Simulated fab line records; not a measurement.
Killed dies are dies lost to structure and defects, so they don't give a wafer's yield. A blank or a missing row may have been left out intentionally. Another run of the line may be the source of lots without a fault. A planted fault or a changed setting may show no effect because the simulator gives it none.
What tool caused it? / flow sky130 / 11 lots, 33 wafers sampled, at 1 step of a route of 708

== WHAT EACH GAUGE READ, for each wafer ==
SKY_VT_ADJUST_PCH_TW_MEAS_10.
lot=L479; measured=day 11 00:20; on=film_metro-04; VT_ADJUST_PCH_TW=143.4 143.3 143.6
lot=L480; measured=day 11 05:02; on=film_metro-02; VT_ADJUST_PCH_TW=141.5 142.5 142.2
lot=L481; measured=day 11 15:35; on=film_metro-04; VT_ADJUST_PCH_TW=143.3 143.4 143.6
lot=L483; measured=day 12 09:50; on=film_metro-04; VT_ADJUST_PCH_TW=143.4 143.8 143.4
lot=L484; measured=day 12 15:00; on=film_metro-04; VT_ADJUST_PCH_TW=143.7 142.9 143.2
lot=L485; measured=day 12 20:32; on=film_metro-02; VT_ADJUST_PCH_TW=142.8 142.2 142.9
lot=L487; measured=day 13 15:31; on=film_metro-02; VT_ADJUST_PCH_TW=142.7 142.7 143.1
lot=L488; measured=day 13 21:26; on=film_metro-04; VT_ADJUST_PCH_TW=144.6 144.5 143.9
lot=L489; measured=day 14 05:05; on=film_metro-03; VT_ADJUST_PCH_TW=144.9 145.5 144.4
lot=L496; measured=day 16 14:47; on=film_metro-03; VT_ADJUST_PCH_TW=144.6 144.8 144.8
lot=L497; measured=day 16 16:20; on=film_metro-04; VT_ADJUST_PCH_TW=142.8 143.4 143.8

== TOOL THAT RAN EACH LOT (tool first, then ch and the chambers of the sampled wafers, then the start) ==
There is no process step in the record ahead of these readings.

== THE ANSWER, worked out from the rows above alone ==
Rule: the lots themselves supply what counts as usual. The widest of any qualifying gaps counts: lots, ordered by their means at a reading, are off when they make up no more than a third of the lots, leave a main group of 4 or more, and stand apart from it by 3 or more times the standard deviation of that group's means. Not used: any main group whose means are identical at the precision the tables above print for the reading. A lot without any number at a reading at which 4 lots or more have one is off too. Where the step has rows for the other lots, those lots are counted as sound.
No lot is off at any reading shown: from this, nothing can be told.

== WHAT THE SIMULATOR HAD INSERTED ==
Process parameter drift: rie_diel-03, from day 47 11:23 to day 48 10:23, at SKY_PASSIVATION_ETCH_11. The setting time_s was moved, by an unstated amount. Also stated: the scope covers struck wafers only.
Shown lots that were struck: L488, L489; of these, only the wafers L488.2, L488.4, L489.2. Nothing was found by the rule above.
